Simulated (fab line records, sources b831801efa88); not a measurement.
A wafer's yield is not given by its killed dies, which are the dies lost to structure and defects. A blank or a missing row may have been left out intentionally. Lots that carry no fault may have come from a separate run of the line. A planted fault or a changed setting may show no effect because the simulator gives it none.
Struck lot and sound lot, side by side :: flow sky130 :: 26 steps out of a route of 708
Sound: wafers L948.2, L948.3, L948.6. Struck: wafer L938.1. (L938.3, L938.4 of the same lot were not struck and are left out.) The cause comes at the end.
Order at every step that has rows: each side's tool, ch and its chambers, its first start. Under that, the readings that differ: sound wafers :: struck wafers :: difference of the means :: sigmas: that difference in standard deviations of wafers without a fault.
alike: readings with means less than 2 such deviations apart, plus words and numbers identical on both sides. not compared: withheld readings, readings lacking a value on some wafer, bounds such as >300 that could conceal the same value, and numbers that have no deviation in the record and whose values overlap.
A row with sigmas, a row that says differs or no value, or rows on one side alone: a step with any of these is where the two part. Non-overlapping numbers with no deviation appear without sigmas and do not part them. A reading missing from all wafers of one side parts the sides only when that side holds two or more wafers.

first, 6 steps without rows for these wafers: SKY_SD_N_IMPLANT_10; SKY_SD_N_STRIP_11 (strips in O2/N2); SKY_SD_N_CLEAN_13 (cleans in SC1/SC2, time 150 s); SKY_SD_N_RTA_14 (time 2 s); SKY_SALICIDE_CLEAN_00 (cleans in HF-last, time 30 s); SKY_LI_CONTACT_HDPCVD_00 (deposits PSG, target thk 930 nm, time 155 s).
SKY_LI_CONTACT_CMP_02: polishes PSG.
  sound on cmp-01 ch 2,3, day 35 14:17; struck on cmp-02 ch 0, day 33 13:56
reading: time_to_endpoint_s (s)
sound: 25.5 27.0 29.2
struck: 41.9
difference: +14.7
sigmas: +5

reading: model.PSG_of_LI_CONTACT_HDPCVD_00.thk_nm (nm)
sound: 596.6 596.6 597.2
struck: 498.7
difference: -98.1
sigmas: 
  alike: motor_current_A
then, 9 steps without rows for these wafers: SKY_LI_CONTACT_DEHYDRATE_04 (time 60 s); SKY_LI_CONTACT_HMDS_05 (prime time 60 s); SKY_LI_CONTACT_COAT_06 (resist thk 60 nm); SKY_LI_CONTACT_COAT_07 (resist thk 450 nm); SKY_LI_CONTACT_SOFTBAKE_08 (time 90 s); SKY_LI_CONTACT_EXPOSE_09 (exposes mask LICM1, target cd 170 nm); SKY_LI_CONTACT_PEB_10; SKY_LI_CONTACT_DEVELOP_11 (develop time 60 s); SKY_LI_CONTACT_ETCH_14 (etches BARC in N2/H2, stops on SiO2, time 45.9 s, target depth 60 nm).
SKY_LI_CONTACT_ETCH_15: etches PSG in C4F8/O2/Ar, stops on Si, target depth 600 nm.
  sound on rie_diel-03 ch 0,2, day 36 17:17; struck on rie_diel-03 ch 3, day 34 16:56
reading: oes_product_au (a.u.)
sound: 0.838 0.837 0.838
struck: 0.761
difference: -0.077
sigmas: -17

reading: model.etch.depth_nm (nm)
sound: 596.6 596.6 597.2
struck: 498.7
difference: -98.1
sigmas: 

reading: model.LI_CONTACT.feature_depth_nm (nm)
sound: 596.6 596.6 597.2
struck: 498.7
difference: -98.1
sigmas: 
  alike: rf_fwd_power_W
then, 6 steps without rows for these wafers: SKY_LI_CONTACT_STRIP_16 (strips in O2/N2); SKY_LI_CONTACT_CLEAN_17 (cleans in NMP, time 600 s); SKY_LI_CONTACT_PRE_CLEAN_18 (time 5.6 s); SKY_LI_CONTACT_SPUTTER_19 (material Ti, target thk 20 nm, time 106.37 s); SKY_LI_CONTACT_SPUTTER_20 (material TiN, target thk 20 nm, time 80 s); SKY_LI_CONTACT_CVD_21 (deposits W, target thk 400 nm, time 120.56 s).
SKY_LI_CONTACT_CMP_24: polishes, stops on PSG, t overpolish 20 s, target thk 0 nm.
  sound on cmp-02 ch 0,1,2, day 36 18:13; struck on cmp-02 ch 2, day 34 17:45
reading: model.PSG_of_LI_CONTACT_HDPCVD_00.thk_nm (nm)
sound: 587.2 587.2 587.7
struck: 489.2
difference: -98.2
sigmas: 
  alike: motor_current_A
then, 1 step without rows for these wafers: SKY_LOCAL_INTERCONNECT_SPUTTER_00 (material TiN, target thk 100 nm, time 83.3 s).
-- here the record skips 15 days between the struck wafers' starts before and after, leaving off in module LOCAL_INTERCONNECT and picking up in module PAD_OPEN (first step shown: number 708 of the route) --
SKY_PAD_OPEN_PROBE_99:
  sound on prober-02 at day 51 04:19; struck on prober-02 at day 50 00:22
reading: killed_at_front_end
sound: 17 16 12
struck: 23
difference: +8
sigmas: +2

reading: model.etest.licon_pdiff.rc_ohm
sound: 611.8 583.1 604.6
struck: 541.3
difference: -58.5
sigmas: 

reading: model.etest.cap_li_to_poly.c_af_um2
sound: 97.51 98.94 99.19
struck: 139.8
difference: +41.3
sigmas: 

reading: model.etest.licon_high_po.rc_ohm
sound: 354.8 366.6 366.2
struck: 349.6
difference: -12.9
sigmas: 

reading: model.etest.licon_ndiff.rc_ohm
sound: 179.3 180.3 184.2
struck: 160.2
difference: -21.1
sigmas: 

reading: model.etest.sonos_uncharged.r_on_ohm_um
sound: 801.7 800.1 817.5
struck: 796.9
difference: -9.5
sigmas: 

reading: model.etest.licon_poly.rc_ohm
sound: 148.1 153.1 148.3
struck: 136.8
difference: -13.0
sigmas: 

reading: model.etest.cap_li_to_well.c_af_um2
sound: 37.33 38.29 36.62
struck: 41.77
difference: +4.36
sigmas: 
  alike: killed_at_M0_to_M3, killed_at_M4_up, killed_at_contacts, killed_at_other, killed_dies, killed_open, killed_short

## WHERE THEY PART
First at SKY_LI_CONTACT_CMP_02; last, within this record, at SKY_PAD_OPEN_PROBE_99.

WHY: what had been put in by the simulator
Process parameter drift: cmp-02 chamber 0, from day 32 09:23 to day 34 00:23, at SKY_LI_CONTACT_CMP_02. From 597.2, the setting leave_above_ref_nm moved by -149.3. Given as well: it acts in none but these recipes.
